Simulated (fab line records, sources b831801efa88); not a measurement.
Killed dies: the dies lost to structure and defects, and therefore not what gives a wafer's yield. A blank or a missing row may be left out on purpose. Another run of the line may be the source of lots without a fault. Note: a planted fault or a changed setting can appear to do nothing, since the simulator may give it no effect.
A lot that was struck, set against a sound lot + flow sky130 + 15 out of 708 route steps
Sound: these wafers, L571.1, L571.3, L571.6. Wafers L573.3, L573.4, L573.6 were the ones struck. The cause is named last.
Each step with rows lists, per side, the tool, then ch with its chambers, then its first start. Under that, the readings that differ: sound wafers + struck wafers + difference of the means + sigmas: that difference in standard deviations of wafers without a fault.
alike: same words and numbers on both sides, and readings whose means sit less than 2 such deviations apart. not compared: any withheld reading, any reading some wafer has no value for, any bound like >300 that may hide the same value, and any number with overlapping values for which the record gives no deviation.
The two part at a step that has a row with sigmas, a row that says differs or no value, or rows on one side only. Numbers that have no deviation but don't overlap get no sigmas and don't part them. A reading missing from all wafers of one side parts the sides only when that side holds two or more wafers.

SKY_CAP2M_THK_MEAS_01:
  sound: film_metro-01 at day 39 17:44; struck: film_metro-01 at day 40 12:50
  alike: CAP2M_CVD_00_THK
SKY_CAP2M_SPUTTER_02: material TiN, target thk 200 nm, time 166.7 s.
  sound: pvd_sputter-02 at day 39 17:47; struck: pvd_sputter-02 at day 40 12:53
  alike: throttle_valve_pct
SKY_CAP2M_RS_MEAS_03: measurement is done with a four-point probe.
  sound: film_metro-04 at day 39 17:54; struck: film_metro-01 at day 40 13:02
  alike: CAP2M_TIN_RS
SKY_CAP2M_THK_MEAS_04: measures by xrf.
  sound: film_metro-04 at day 39 18:01; struck: film_metro-01 at day 40 13:08
  alike: CAP2M_TIN_THK
then, 7 steps without rows for these wafers: SKY_CAP2M_DEHYDRATE_05 (time 60 s); SKY_CAP2M_HMDS_06 (prime time 60 s); SKY_CAP2M_COAT_07 (resist thk 1140 nm); SKY_CAP2M_SOFTBAKE_08 (time 60 s); SKY_CAP2M_EXPOSE_09 (exposes mask CAP2M, target cd 1000 nm); SKY_CAP2M_PEB_10; SKY_CAP2M_DEVELOP_11 (develop time 60 s).
SKY_CAP2M_OVL_MEAS_12:
  sound: overlay-01 at day 40 18:53; struck: overlay-02 at day 41 12:27
| reading        | sound       | struck         | difference | sigmas |
|----------------|-------------|----------------|------------|--------|
| CAP2M_OVL (nm) | 2.5 3.1 2.2 | -1.6 -0.4 -0.3 | -3.4       | -2     |
SKY_CAP2M_METAL_ETCH_13: etches TiN in Cl2/BCl3, stops on SiO2, target depth 220 nm, time 62.9 s.
  sound on rie_metal-03 ch 0,1, day 40 18:55; struck on rie_metal-03 ch 0,1, day 41 12:30
| reading                        | sound               | struck            | difference | sigmas      |
|--------------------------------|---------------------|-------------------|------------|-------------|
| chamber_pressure_mTorr (mTorr) | 10.011 10.005 9.991 | 8.019 7.998 7.986 | -2.001     | -99 or more |
  alike: drypump_motor_current_A, oes_product_au, throttle_valve_pct
  not compared: rf_hours_counter_h
SKY_CAP2M_STRIP_14: strips in O2/N2.
  sound on plasma_asher-04 ch 1, day 40 19:00; struck on plasma_asher-04 ch 0,1, day 41 12:35
  alike: drypump_motor_current_A, oes_product_au, strip_time_to_endpoint_s
  not compared: rf_hours_counter_h
SKY_PAD_OPEN_PROBE_99:
  sound wafers here have rows in the record (prober-02, day 45 21:59); struck ones have none

## WHERE THEY PART
First at SKY_CAP2M_OVL_MEAS_12; last, within this record, at SKY_PAD_OPEN_PROBE_99.

WHY: what had been put in by the simulator
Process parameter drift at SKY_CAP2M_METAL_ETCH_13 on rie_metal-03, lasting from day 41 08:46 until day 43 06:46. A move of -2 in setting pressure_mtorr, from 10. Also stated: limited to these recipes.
